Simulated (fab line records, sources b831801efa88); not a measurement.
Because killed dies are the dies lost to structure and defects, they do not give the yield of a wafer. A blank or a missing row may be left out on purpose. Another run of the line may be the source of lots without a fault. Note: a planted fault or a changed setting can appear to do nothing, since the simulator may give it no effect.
Split-lot study | flow gf180mcu | 5 lots, 23 wafers read, on a route of 602 steps

ON THE SPLIT
At GF_MVPSD_IMPLANT_08, the setting dose-cm2 was moved away from the recipe's 1.5e+13 on 10 of the 23 wafers read, by -5.4% to +3.2%. This setting was run at the recipe's value on the other wafers.

FROM THE SPLIT TO THE READING: what the file shows between them, 3 steps
- GF_VT_IMPLANT_EXPOSE_26: exposes mask LVPWELL HV AREA, target cd 860 nm (also split here: dose-mj)
- GF_VT_IMPLANT_PEB_27
- GF_VT_IMPLANT_DEVELOP_28: develop time 60 s

THE READING
MVPSD_RS (ohm/sq), read at GF_VT_IMPLANT_RS_MEAS_49 with a four-point probe. A value of 1170.0 ohm/sq with a standard deviation of 2.7 ohm/sq is what fault-free wafers of this fab line usually give.

wafer  | tool, chamber at the split | dose-cm2 as run | against the recipe | MVPSD_RS, ohm/sq | against lot-mates on the recipe
L075.1 | implanter-02, 0            | 1.458e+13       | -2.8%              | 1186.7           | +19.0
L075.2 | implanter-02, 0            | 1.5e+13         | recipe             | 1168.8           | -
L075.3 | implanter-02, 0            | 1.458e+13       | -2.8%              | 1184.4           | +16.8
L075.5 | implanter-02, 0            | 1.5e+13         | recipe             | 1166.5           | -
L075.6 | implanter-02, 0            | 1.458e+13       | -2.8%              | 1183.9           | +16.2
L077.1 | implanter-04, 0            | 1.5e+13         | recipe             | 1172.6           | -
L077.2 | implanter-04, 0            | 1.5e+13         | recipe             | 1174.1           | -
L077.5 | implanter-04, 0            | 1.5e+13         | recipe             | 1173.8           | -
L082.1 | implanter-04, 0            | 1.548e+13       | +3.2%              | 1147.7           | -20.3
L082.2 | implanter-04, 0            | 1.5e+13         | recipe             | 1165.6           | -
L082.4 | implanter-04, 0            | 1.548e+13       | +3.2%              | 1152.5           | -15.5
L082.5 | implanter-04, 0            | 1.5e+13         | recipe             | 1170.5           | -
L082.6 | implanter-04, 0            | 1.548e+13       | +3.2%              | 1151.1           | -17.0
L083.1 | implanter-02, 0            | 1.441e+13       | -3.9%              | 1195.4           | +25.5
L083.2 | implanter-02, 0            | 1.5e+13         | recipe             | 1168.6           | -
L083.3 | implanter-02, 0            | 1.5e+13         | recipe             | 1169.2           | -
L083.5 | implanter-02, 0            | 1.5e+13         | recipe             | 1171.9           | -
L083.6 | implanter-02, 0            | 1.441e+13       | -3.9%              | 1193.3           | +23.4
L084.1 | implanter-03, 0            | 1.5e+13         | recipe             | 1172.0           | -
L084.3 | implanter-03, 0            | 1.5e+13         | recipe             | 1170.2           | -
L084.4 | implanter-03, 0            | 1.419e+13       | -5.4%              | 1203.1           | +32.1
L084.5 | implanter-03, 0            | 1.419e+13       | -5.4%              | 1203.2           | +32.2
L084.6 | implanter-03, 0            | 1.5e+13         | recipe             | 1170.8           | -

THE FIT
A straight line over all 23 wafers: MVPSD_RS changes by -6.01 ohm/sq for each +1% of dose-cm2; r = -0.99; the points scatter about the line by 2.3 ohm/sq.
The same after taking each lot's own level away (the mean of its wafers on the recipe; 23 wafers): -5.91 ohm/sq for each +1%; r = -0.99; scatter 1.5 ohm/sq.
On that fit, the largest move of dose-cm2 shifts the reading by 32 ohm/sq.
The lots' own levels span 1167.65 to 1173.50 ohm/sq, that is 2.2 times the standard deviation above.
Consequently the slope shifts little with the lot-to-lot level, the two slopes agreeing.
Check: for one of the wafers moved furthest among these (-5.4%), held out of the fit, the line's prediction against its lot-mates is +32.3 ohm/sq. Against them it came out at +32.1 ohm/sq.

THESE WAFERS: OTHER SPLITS
Before the reading, these wafers also passed through other splits. Each is held against what the fit with the lots' levels taken away leaves over:
other split on the same wafers  | wafers away from the commonest value | r with MVPSD_RS (lot level and that fit taken away)
GF_STI_CVD_03 time-s            | 18                                   | +0.13
GF_STI_COAT_07 resist-thk-nm    | 5                                    | -0.46
GF_STI_SOFTBAKE_08 temp-c       | 12                                   | +0.05
GF_DNWELL_SOFTBAKE_03 temp-c    | 10                                   | +0.00
GF_MVSD_IMPLANT_08 dose-cm2     | 6                                    | -0.03
GF_VT_IMPLANT_EXPOSE_26 dose-mj | 12                                   | -0.16

THE FILE'S OWN FIT
MVPSD_RS changes by -5.98 ohm/sq for each +1% of dose-cm2, r = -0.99.
